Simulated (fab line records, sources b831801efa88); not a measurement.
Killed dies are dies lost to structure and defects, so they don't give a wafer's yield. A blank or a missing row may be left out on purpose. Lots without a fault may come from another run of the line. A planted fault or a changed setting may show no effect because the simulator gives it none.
fab line records | flow sky130
record lots=5 wafers=15 last_day=49
route steps=708 shown RES_XHIGH@340 SD_N@342 SD_P@359 SALICIDE@361 LI_CONTACT@362
lots that met no fault: from a run of the same line without faults
start_h: hours from the record's first day to the start of the lot's first wafer shown | wait_h: hours since the lot's step before | " the same as in the row above | L1.1+2: a row that stands for several wafers | - no value, or no start given | * or withheld: withheld | < > ~ a bound
route shown NAME@n: a module of which the file shows steps, and the number in the route of the first | usual: mean/standard deviation of fault-free wafers | same: alike in all rows | chamber/n: place in a boat | sites: the reading at each site | _std_site: their standard deviation | _edge_site: outer sites' mean less inner sites' | radius_mm: how far each site lies from the wafer's centre | mask NAME#n: copy n | behind: the tool/chamber that last shaped the wafer | hold: why the lot was held/for how many hours/how that ended | device: the transistor (n, p or np) that didn't switch | end of line: the same wafers' tests at the end of the route | a step without rows: its recipe alone | killed: dies lost to structure and defects at the first sort, not the wafer's yield | map: a wafer's dies, x killed, . not, _ none there
set.NAME: the setting as run; set.NAME@STEP: as run at that earlier step | model.NAME: the simulator's own value behind a step, which no gauge read
lots at some steps of the route; a table a step, a row a wafer
services: from which hour (start_h, from the record's first day; less than 0 if before it) a tool's chamber was out of use, for how many hours, and why
## steps
# step SKY_RES_XHIGH_STRIP_08
# recipe chemistry=O2/N2 power_w=1400 pressure_mtorr=1500 platen_temp_c=withheld o2_flow_sccm=3000 n2_flow_sccm=300 overash_fraction=0.5
# usual drypump_motor_current_A=5.46/0.2 oes_product_au=0.710/0.0045 strip_time_to_endpoint_s=14.28/0.047
# same overash_fraction=0.5
# columns lot.wafer tool chamber start_h wait_h drypump_motor_current_A oes_product_au rf_hours_counter_h strip_time_to_endpoint_s
L080.2 plasma_asher-01 0 674.01 0.1 5.53 0.709 57 14.29
L080.3 " 1 " " 5.44 0.714 - 14.30
L080.6 " 1 " " 5.44 0.715 - 14.34
L083.2 plasma_asher-03 1 704.54 0.1 5.69 0.707 28 14.21
L083.3 " 0 " " 5.31 0.704 - 14.26
L083.4 " 1 " " 5.68 0.706 - 14.23
L084.2 plasma_asher-03 1 711.00 0.1 5.69 0.717 28 14.38
L084.5 " 1 " " 5.68 0.705 - 14.36
L084.6 " 0 " " 5.27 0.706 - 14.32
L090.1 plasma_asher-04 0 749.86 0.1 5.14 0.706 88 14.25
L090.5 " 1 " " 5.69 0.713 - 14.31
L090.6 " 0 " " 5.16 0.711 - 14.28
L091.2 plasma_asher-03 1 760.04 0.1 5.69 0.722 33 14.30
L091.3 " 1 " " 5.71 0.711 - 14.32
L091.4 " 0 " " 5.28 0.713 - 14.34
# step SKY_RES_XHIGH_TW_MEAS_09
# usual RES_XHIGH_TW=1644/9.3
# columns lot.wafer tool chamber start_h wait_h RES_XHIGH_TW
L080.2 film_metro-03 - 674.12 0.1 1634
L080.3 " - " " 1644
L080.6 " - " " 1636
L083.2 film_metro-04 - 704.65 0.1 1650
L083.3 " - " " 1641
L083.4 " - " " 1650
L084.2 film_metro-02 - 711.11 0.1 1646
L084.5 " - " " 1641
L084.6 " - " " 1648
L090.1 film_metro-03 - 749.96 0.1 1652
L090.5 " - " " 1655
L090.6 " - " " 1656
L091.2 film_metro-04 - 760.15 0.1 1638
L091.3 " - " " 1643
L091.4 " - " " 1645
# step SKY_SD_N_DEHYDRATE_00
# recipe temp_c=200 time_s=60
# columns lot.wafer tool chamber start_h wait_h
L080.2+3+6 litho_track-04 0 686.87 12.7
L083.2+3+4 litho_track-03 0 717.12 12.5
L084.2+5+6 litho_track-01 0 723.77 12.6
L090.1+5+6 litho_track-04 0 763.59 13.6
L091.2+3+4 litho_track-03 0 772.82 12.7
# step SKY_SD_N_HMDS_01
# recipe prime_time_s=60 prime_temp_c=120
# usual prime_temp_c=120.01/0.14
# columns lot.wafer tool chamber start_h wait_h prime_temp_c
L080.2 litho_track-04 0 687.02 0.1 119.85
L080.3 " 0 " " 120.10
L080.6 " 0 " " 120.05
L083.2 litho_track-03 0 717.27 0.1 119.88
L083.3 " 0 " " 119.80
L083.4 " 0 " " 119.99
L084.2 litho_track-01 0 723.92 0.1 120.29
L084.5 " 0 " " 120.09
L084.6 " 0 " " 120.06
L090.1 litho_track-04 0 763.74 0.1 119.85
L090.5 " 0 " " 120.12
L090.6 " 0 " " 120.05
L091.2 litho_track-03 0 772.97 0.1 120.03
L091.3 " 0 " " 120.05
L091.4 " 0 " " 120.07
# step SKY_SD_N_COAT_02
# recipe resist=NOVOLAK spin_rpm=3000 resist_thk_nm=1140
# columns lot.wafer tool chamber start_h wait_h
L080.2+3+6 litho_track-04 0 687.17 0.1
L083.2+3+4 litho_track-03 0 717.42 0.1
L084.2+5+6 litho_track-01 0 724.07 0.1
L090.1+5+6 litho_track-04 0 763.89 0.1
L091.2+3+4 litho_track-03 0 773.12 0.1
# step SKY_SD_N_SOFTBAKE_03
# recipe temp_c=90 time_s=60 resist=NOVOLAK
# columns lot.wafer tool chamber start_h wait_h
L080.2+3+6 litho_track-04 0 687.32 0.1
L083.2+3+4 litho_track-03 0 717.57 0.1
L084.2+5+6 litho_track-01 0 724.22 0.1
L090.1+5+6 litho_track-04 0 764.04 0.1
L091.2+3+4 litho_track-03 0 773.27 0.1
# step SKY_SD_N_EXPOSE_04
# recipe mask_id=NSDM na=0.6 source_shape=conventional sigma_outer=0.6 polarization=unpolarized target_cd_nm=380 dose_mj=141
# columns lot.wafer tool chamber start_h wait_h mask
L080.2+3+6 iline_stepper-02 0 - - NSDM#0
L083.2+3+4 iline_stepper-01 0 - - NSDM#0
L084.2+5+6 iline_stepper-01 0 - - NSDM#0
L090.1+5+6 iline_stepper-02 0 - - NSDM#0
L091.2+3+4 iline_stepper-02 0 - - NSDM#0
# step SKY_SD_N_PEB_05
# recipe temp_c=withheld time_s=* resist=NOVOLAK
# columns lot.wafer tool chamber start_h wait_h
L080.2+3+6 litho_track-01 0 - -
L083.2+3+4 litho_track-04 0 - -
L084.2+5+6 litho_track-03 0 - -
L090.1+5+6 litho_track-03 0 - -
L091.2+3+4 litho_track-03 0 - -
# step SKY_SD_N_DEVELOP_06
# recipe resist=NOVOLAK developer=TMAH develop_time_s=60 dev_temp_c=23
# columns lot.wafer tool chamber start_h wait_h
L080.2+3+6 litho_track-01 0 701.57 0.1
L083.2+3+4 litho_track-04 0 731.52 0.1
L084.2+5+6 litho_track-03 0 738.52 0.1
L090.1+5+6 litho_track-03 0 777.70 0.1
L091.2+3+4 litho_track-03 0 786.67 0.1
# step SKY_SD_N_CD_MEAS_07
# recipe target_cd_nm=380
# usual cd_nm=379.2/2.3
# columns lot.wafer tool chamber start_h wait_h cd_nm
L080.2 cd_sem-01 - 701.71 0.1 377.7
L080.3 " - " " 378.5
L080.6 " - " " 378.2
L083.2 cd_sem-02 - 731.66 0.1 378.9
L083.3 " - " " 378.6
L083.4 " - " " 377.9
L084.2 cd_sem-01 - 738.67 0.1 379.4
L084.5 " - " " 376.1
L084.6 " - " " 376.0
L090.1 cd_sem-02 - 777.85 0.1 375.9
L090.5 " - " " 378.2
L090.6 " - " " 378.1
L091.2 cd_sem-02 - 786.82 0.1 376.8
L091.3 " - " " 379.0
L091.4 " - " " 376.6
# step SKY_SD_N_OVL_MEAS_08
# usual SD_N_OVL=-0.5/1.2
# columns lot.wafer tool chamber start_h wait_h SD_N_OVL[nm]
L080.2 overlay-02 - 701.82 0.1 0.2
L080.3 " - " " -2.5
L080.6 " - " " -1.3
L083.2 overlay-02 - 731.77 0.1 -1.6
L083.3 " - " " -1.2
L083.4 " - " " -2.7
L084.2 overlay-02 - 738.77 0.1 1.8
L084.5 " - " " 1.5
L084.6 " - " " 0.7
L090.1 overlay-01 - 777.97 0.1 0.7
L090.5 " - " " 1.5
L090.6 " - " " 0.7
L091.2 overlay-02 - 786.92 0.1 -0.5
L091.3 " - " " 1.2
L091.4 " - " " 0.5
# step SKY_SD_N_IMPLANT_09
# recipe species=As energy_kev=50 dose_cm2=4e+15 tilt_deg=0
# usual beam_on_s=17.2/1.5
# columns lot.wafer tool chamber start_h wait_h beam_on_s
L080.2 implanter-03 0 701.87 0.0 18.9
L080.3 " 0 " " 19.9
L080.6 " 0 " " 18.9
L083.2 implanter-04 0 731.82 0.0 15.5
L083.3 " 0 " " 15.7
L083.4 " 0 " " 15.7
L084.2 implanter-04 0 738.83 0.0 16.0
L084.5 " 0 " " 15.7
L084.6 " 0 " " 15.7
L090.1 implanter-01 0 778.00 0.0 16.9
L090.5 " 0 " " 16.8
L090.6 " 0 " " 16.9
L091.2 implanter-03 0 786.98 0.0 18.9
L091.3 " 0 " " 18.1
L091.4 " 0 " " 19.2
# step SKY_SD_N_IMPLANT_10
# recipe species=P energy_kev=20 dose_cm2=1e+14 tilt_deg=0
# usual beam_on_s=10.5/0.61
# columns lot.wafer tool chamber start_h wait_h beam_on_s
L080.2 implanter-03 0 702.02 0.1 11.0
L080.3 " 0 " " 11.1
L080.6 " 0 " " 11.0
L083.2 implanter-04 0 731.97 0.1 10.3
L083.3 " 0 " " 9.9
L083.4 " 0 " " 9.8
L084.2 implanter-04 0 738.98 0.1 9.9
L084.5 " 0 " " 10.0
L084.6 " 0 " " 9.8
L090.1 implanter-01 0 778.15 0.1 10.0
L090.5 " 0 " " 10.3
L090.6 " 0 " " 10.2
L091.2 implanter-03 0 787.13 0.1 11.3
L091.3 " 0 " " 11.6
L091.4 " 0 " " 11.2
# step SKY_SD_N_STRIP_11
# recipe chemistry=O2/N2 power_w=1400 pressure_mtorr=1500 platen_temp_c=withheld o2_flow_sccm=3000 n2_flow_sccm=300 overash_fraction=0.5
# usual drypump_motor_current_A=5.9/0.48 oes_product_au=0.527/0.0045 strip_time_to_endpoint_s=22.56/0.051
# same overash_fraction=0.5
# columns lot.wafer tool chamber start_h wait_h drypump_motor_current_A oes_product_au rf_hours_counter_h strip_time_to_endpoint_s
L080.2 plasma_asher-04 1 702.15 0.1 5.7 0.529 83 22.61
L080.3 " 1 " " 5.7 0.528 - 22.56
L080.6 " 1 " " 5.7 0.528 - 22.61
L083.2 plasma_asher-02 0 732.10 0.1 6.2 0.522 106 22.50
L083.3 " 1 " " 6.4 0.530 - 22.52
L083.4 " 0 " " 6.2 0.520 - 22.54
L084.2 plasma_asher-01 0 739.10 0.1 5.5 0.527 63 22.60
L084.5 " 1 " " 5.4 0.528 - 22.55
L084.6 " 0 " " 5.5 0.520 - 22.63
L090.1 plasma_asher-04 1 778.30 0.1 5.7 0.529 90 22.59
L090.5 " 1 " " 5.7 0.526 - 22.61
L090.6 " 0 " " 5.1 0.533 - 22.60
L091.2 plasma_asher-02 0 787.25 0.1 6.3 0.532 5 22.57
L091.3 " 0 " " 6.3 0.533 - 22.54
L091.4 " 1 " " 6.4 0.528 - 22.53
# step SKY_SD_N_TW_MEAS_12
# usual SD_N_TW=4003/22
# columns lot.wafer tool chamber start_h wait_h SD_N_TW
L080.2 film_metro-04 - 702.26 0.1 4026
L080.3 " - " " 3994
L080.6 " - " " 4021
L083.2 film_metro-03 - 732.21 0.1 4037
L083.3 " - " " 4035
L083.4 " - " " 4030
L084.2 film_metro-02 - 739.21 0.1 3999
L084.5 " - " " 3992
L084.6 " - " " 4017
L090.1 film_metro-03 - 778.40 0.1 3994
L090.5 " - " " 3972
L090.6 " - " " 3988
L091.2 film_metro-03 - 787.36 0.1 3998
L091.3 " - " " 4002
L091.4 " - " " 4026
# step SKY_SD_N_CLEAN_13
# recipe chemistry=SC1/SC2 mix=1:4:20 temp_c=70 time_s=150 dry=n2_spin
# usual temp_c=70.00/0.12
# columns lot.wafer tool chamber start_h wait_h temp_c
L080.2 wet_bench-02 2 702.31 0.0 70.00
L080.3 " 2 " " 70.03
L080.6 " 2 " " 70.12
L083.2 wet_bench-03 0 732.26 0.0 69.86
L083.3 " 0 " " 70.03
L083.4 " 0 " " 69.96
L084.2 wet_bench-03 0 739.26 0.0 69.96
L084.5 " 0 " " 69.96
L084.6 " 0 " " 69.98
L090.1 wet_bench-03 3 778.46 0.1 70.05
L090.5 " 3 " " 70.05
L090.6 " 3 " " 70.11
L091.2 wet_bench-02 2 787.41 0.0 69.92
L091.3 " 2 " " 70.04
L091.4 " 2 " " 69.85
# step SKY_SD_N_RTA_14
# recipe temp_c=1075 time_s=2 idle_temp_c=650 ramp_up_c_per_s=150 ramp_down_c_per_s=90 ambient=N2
# usual lamp_power_pct=15.74/0.049 ramp_down_c_per_s=90.002/0.017 wafer_temp_C_max=1078.0/1.3
# columns lot.wafer tool chamber start_h wait_h lamp_power_pct ramp_down_c_per_s wafer_temp_C_max
L080.2 rtp_anneal-01 0 702.37 0.0 15.77 90.030 1079.0
L080.3 " 0 " " 15.69 90.021 1080.2
L080.6 " 0 " " 15.74 90.000 1076.3
L083.2 rtp_anneal-02 0 732.32 0.0 15.79 89.992 1078.5
L083.3 " 0 " " 15.82 90.007 1077.8
L083.4 " 0 " " 15.81 90.014 1079.3
L084.2 rtp_anneal-01 0 739.32 0.0 15.82 90.005 1078.0
L084.5 " 0 " " 15.74 89.995 1079.6
L084.6 " 0 " " 15.74 89.985 1077.8
L090.1 rtp_anneal-01 0 778.51 0.0 15.67 89.977 1078.3
L090.5 " 0 " " 15.74 90.014 1077.9
L090.6 " 0 " " 15.72 90.018 1075.9
L091.2 rtp_anneal-02 0 787.47 0.0 15.67 89.987 1076.6
L091.3 " 0 " " 15.73 89.981 1076.0
L091.4 " 0 " " 15.74 90.013 1077.5
# step SKY_SD_N_RS_MEAS_16
# recipe thk_meas_gauge=four-point-probe
# usual SD_N_RS=68.63/0.11
# columns lot.wafer tool chamber start_h wait_h SD_N_RS[ohm/sq]
L080.2 film_metro-04 - 702.56 0.1 68.63
L080.3 " - " " 68.64
L080.6 " - " " 68.55
L083.2 film_metro-04 - 732.50 0.1 68.68
L083.3 " - " " 68.70
L083.4 " - " " 68.57
L084.2 film_metro-03 - 739.51 0.1 68.54
L084.5 " - " " 68.59
L084.6 " - " " 68.52
L090.1 film_metro-04 - 778.69 0.1 68.66
L090.5 " - " " 68.62
L090.6 " - " " 68.68
L091.2 film_metro-04 - 787.66 0.1 68.74
L091.3 " - " " 68.60
L091.4 " - " " 68.64
# step SKY_SD_N_RS_MEAS_17
# recipe thk_meas_gauge=four-point-probe
# usual SD_P_RS=147.3/0.39
# columns lot.wafer tool chamber start_h wait_h SD_P_RS[ohm/sq]
L080.2 film_metro-04 - 702.68 0.1 147.0
L080.3 " - " " 146.9
L080.6 " - " " 146.7
L083.2 film_metro-04 - 732.62 0.1 147.2
L083.3 " - " " 146.9
L083.4 " - " " 147.4
L084.2 film_metro-03 - 739.63 0.1 146.7
L084.5 " - " " 146.6
L084.6 " - " " 146.4
L090.1 film_metro-04 - 778.81 0.1 147.5
L090.5 " - " " 147.5
L090.6 " - " " 147.7
L091.2 film_metro-04 - 787.78 0.1 147.8
L091.3 " - " " 147.3
L091.4 " - " " 147.9
# step SKY_SD_N_RS_MEAS_18
# recipe thk_meas_gauge=four-point-probe
# usual RES_XHIGH_RS=333.7/1.3
# columns lot.wafer tool chamber start_h wait_h RES_XHIGH_RS[ohm/sq]
L080.2 film_metro-04 - 702.80 0.1 333.3
L080.3 " - " " 333.3
L080.6 " - " " 333.4
L083.2 film_metro-04 - 732.74 0.1 332.4
L083.3 " - " " 332.5
L083.4 " - " " 332.9
L084.2 film_metro-03 - 739.75 0.1 333.7
L084.5 " - " " 332.7
L084.6 " - " " 333.7
L090.1 film_metro-04 - 778.93 0.1 332.1
L090.5 " - " " 332.6
L090.6 " - " " 330.9
L091.2 film_metro-04 - 787.90 0.1 336.6
L091.3 " - " " 335.7
L091.4 " - " " 334.6
# step SKY_SALICIDE_CLEAN_00
# recipe chemistry=HF-last time_s=30 dilution=100:1 dry=ipa_marangoni
# columns lot.wafer tool chamber start_h wait_h
L080.2+3+6 wet_bench-04 0 702.90 0.1
L083.2+3+4 wet_bench-04 2 732.84 0.1
L084.2+5+6 wet_bench-04 0 739.85 0.1
L090.1+5+6 wet_bench-02 0 779.05 0.1
L091.2+3+4 wet_bench-04 2 788.00 0.1
# step SKY_LI_CONTACT_HDPCVD_00
# recipe material=PSG target_thk_nm=930 sigma_open_frac=0.3 time_s=155 temp_c=600 sih4_flow_sccm=60 pressure_mtorr=6
# usual sih4_flow_sccm=59.99/0.18
# columns lot.wafer tool chamber start_h wait_h sih4_flow_sccm
L080.2 hdpcvd-01 2 702.91 0.0 59.92
L080.3 " 0 " " 60.04
L080.6 " 2 " " 59.71
L083.2 hdpcvd-02 2 732.86 0.0 59.93
L083.3 " 1 " " 59.88
L083.4 " 2 " " 59.90
L084.2 hdpcvd-01 1 739.86 0.0 59.90
L084.5 " 0 " " 60.20
L084.6 " 1 " " 59.66
L090.1 hdpcvd-02 2 779.06 0.0 60.13
L090.5 " 1 " " 59.98
L090.6 " 0 " " 59.98
L091.2 hdpcvd-01 2 788.01 0.0 59.66
L091.3 " 0 " " 59.96
L091.4 " 0 " " 59.87
# step SKY_LI_CONTACT_THK_MEAS_01
# recipe reads=PSG_of_LI_CONTACT_HDPCVD_00
# usual LI_CONTACT_HDPCVD_THK=935/11
# columns lot.wafer tool chamber start_h wait_h LI_CONTACT_HDPCVD_THK[nm]
L080.2 film_metro-03 - 703.02 0.1 907
L080.3 " - " " 932
L080.6 " - " " 908
L083.2 film_metro-02 - 732.97 0.1 924
L083.3 " - " " 938
L083.4 " - " " 933
L084.2 film_metro-03 - 739.98 0.1 922
L084.5 " - " " 937
L084.6 " - " " 925
L090.1 film_metro-04 - 779.17 0.1 934
L090.5 " - " " 935
L090.6 " - " " 954
L091.2 film_metro-02 - 788.13 0.1 918
L091.3 " - " " 949
L091.4 " - " " 943
# step SKY_LI_CONTACT_CMP_02
# recipe material=PSG down_force_psi=4 platen_rpm=60 pad_velocity_m_s=0.94248
# usual motor_current_A=12.7/1.1 time_to_endpoint_s=31/3.4
# columns lot.wafer tool chamber start_h wait_h motor_current_A time_to_endpoint_s
L080.3 cmp-02 2 703.17 0.1 12.3 28
L080.2 " 3 " " 10.5 23
L080.6 " 0 " " 15.2 34
L083.4 cmp-01 0 733.07 0.1 12.4 29
L083.2 " 1 " " 13.3 26
L083.3 " 2 " " 13.1 35
L084.2 cmp-01 1 740.08 0.1 14.0 26
L084.5 " 0 " " 12.2 33
L084.6 " 1 " " 13.0 28
L090.1 cmp-01 3 779.38 0.2 13.1 31
L090.5 " 0 " " 11.7 33
L090.6 " 1 " " 12.9 31
L091.2 cmp-02 2 788.23 0.1 12.7 24
L091.3 " 3 " " 11.0 27
L091.4 " 0 " " 14.8 32
# step SKY_LI_CONTACT_BOW_MEAS_03
# recipe mode=bow
# usual LI_CONTACT_BOW=55/6.4
# columns lot.wafer tool chamber start_h wait_h LI_CONTACT_BOW[um]
L080.2 film_metro-02 - 703.39 0.1 58
L080.3 " - " " 64
L080.6 " - " " 57
L083.2 film_metro-03 - 733.34 0.2 64
L083.3 " - " " 53
L083.4 " - " " 50
L084.2 film_metro-03 - 740.35 0.2 51
L084.5 " - " " 48
L084.6 " - " " 50
L090.1 film_metro-02 - 779.53 0.1 63
L090.5 " - " " 51
L090.6 " - " " 60
L091.2 film_metro-04 - 788.50 0.2 59
L091.3 " - " " 55
L091.4 " - " " 53
# step SKY_LI_CONTACT_DEHYDRATE_04
# recipe temp_c=200 time_s=60
# columns lot.wafer tool chamber start_h wait_h
L080.2+3+6 litho_track-01 0 716.37 13.0
L083.2+3+4 litho_track-01 0 746.47 13.1
L084.2+5+6 litho_track-02 0 753.28 12.9
L090.1+5+6 litho_track-04 0 792.34 12.8
L091.2+3+4 litho_track-02 0 801.43 12.9
# step SKY_LI_CONTACT_HMDS_05
# recipe prime_time_s=60 prime_temp_c=120
# usual prime_temp_c=120.03/0.12
# columns lot.wafer tool chamber start_h wait_h prime_temp_c
L080.2 litho_track-01 0 716.52 0.1 119.98
L080.3 " 0 " " 120.02
L080.6 " 0 " " 120.18
L083.2 litho_track-01 0 746.62 0.1 119.90
L083.3 " 0 " " 120.09
L083.4 " 0 " " 120.18
L084.2 litho_track-02 0 753.43 0.1 119.98
L084.5 " 0 " " 119.90
L084.6 " 0 " " 119.90
L090.1 litho_track-04 0 792.49 0.1 120.22
L090.5 " 0 " " 120.19
L090.6 " 0 " " 120.21
L091.2 litho_track-02 0 801.58 0.1 120.00
L091.3 " 0 " " 120.02
L091.4 " 0 " " 119.89
# step SKY_LI_CONTACT_COAT_06
# recipe resist=BARC temp_c=withheld time_s=withheld spin_rpm=3000 resist_thk_nm=60
# columns lot.wafer tool chamber start_h wait_h
L080.2+3+6 litho_track-01 0 716.67 0.1
L083.2+3+4 litho_track-01 0 746.77 0.1
L084.2+5+6 litho_track-02 0 753.58 0.1
L090.1+5+6 litho_track-04 0 792.64 0.1
L091.2+3+4 litho_track-02 0 801.73 0.1
# step SKY_LI_CONTACT_COAT_07
# recipe resist=KrF-thick spin_rpm=3000 resist_thk_nm=450
# columns lot.wafer tool chamber start_h wait_h
L080.2+3+6 litho_track-01 0 - -
L083.2+3+4 litho_track-01 0 - -
L084.2+5+6 litho_track-02 0 - -
L090.1+5+6 litho_track-04 0 - -
L091.2+3+4 litho_track-02 0 - -
# step SKY_LI_CONTACT_SOFTBAKE_08
# recipe temp_c=100 time_s=90 resist=KrF-thick
# columns lot.wafer tool chamber start_h wait_h
L080.2+3+6 litho_track-01 0 - -
L083.2+3+4 litho_track-01 0 - -
L084.2+5+6 litho_track-02 0 - -
L090.1+5+6 litho_track-04 0 - -
L091.2+3+4 litho_track-02 0 - -
# step SKY_LI_CONTACT_EXPOSE_09
# recipe mask_id=LICM1 na=0.8 source_shape=annular sigma_inner=0.55 sigma_outer=0.85 target_cd_nm=170 dose_mj=38
# columns lot.wafer tool chamber start_h wait_h mask
L080.2+3+6 krf_scanner-02 0 - - LICM1#0
L083.2+3+4 krf_scanner-01 0 - - LICM1#0
L084.2+5+6 krf_scanner-02 0 - - LICM1#0
L090.1+5+6 krf_scanner-02 0 - - LICM1#0
L091.2+3+4 krf_scanner-01 0 - - LICM1#0
# step SKY_LI_CONTACT_PEB_10
# recipe peb_temp_c=withheld peb_time_s=withheld resist=KrF-thick
# columns lot.wafer tool chamber start_h wait_h
L080.2+3+6 litho_track-01 0 - -
L083.2+3+4 litho_track-01 0 - -
L084.2+5+6 litho_track-02 0 - -
L090.1+5+6 litho_track-01 0 - -
L091.2+3+4 litho_track-02 0 - -
## services
# columns tool chamber start_h hours kind
hdpcvd-01 - 650.75 15.0 pm
iline_stepper-02 - 652.13 4.4 pm
krf_scanner-01 - 655.20 4.4 pm
iline_stepper-02 - 656.62 0.8 pm
krf_scanner-02 - 666.18 1.0 pm
krf_scanner-02 - 668.13 2.5 repair
implanter-04 - 676.08 4.2 pm
krf_scanner-02 - 680.15 0.8 pm
wet_bench-02 - 682.54 1.8 repair
implanter-04 - 694.46 1.4 repair
implanter-04 - 712.89 3.4 repair
implanter-03 - 715.80 5.8 pm
iline_stepper-02 - 718.58 1.7 pm
krf_scanner-02 - 723.60 1.3 pm
implanter-03 - 735.60 3.5 repair
cmp-01 - 736.00 1.0 repair
cmp-01 - 744.33 4.0 pm
krf_scanner-02 - 747.30 4.0 pm
cmp-01 - 748.33 7.8 pm
hdpcvd-01 1 751.94 7.6 repair
wet_bench-02 - 752.47 1.0 repair
plasma_asher-04 - 761.56 10.7 repair
hdpcvd-01 1 792.76 5.7 repair
plasma_asher-04 - 806.85 2.8 pm
## key
fault none
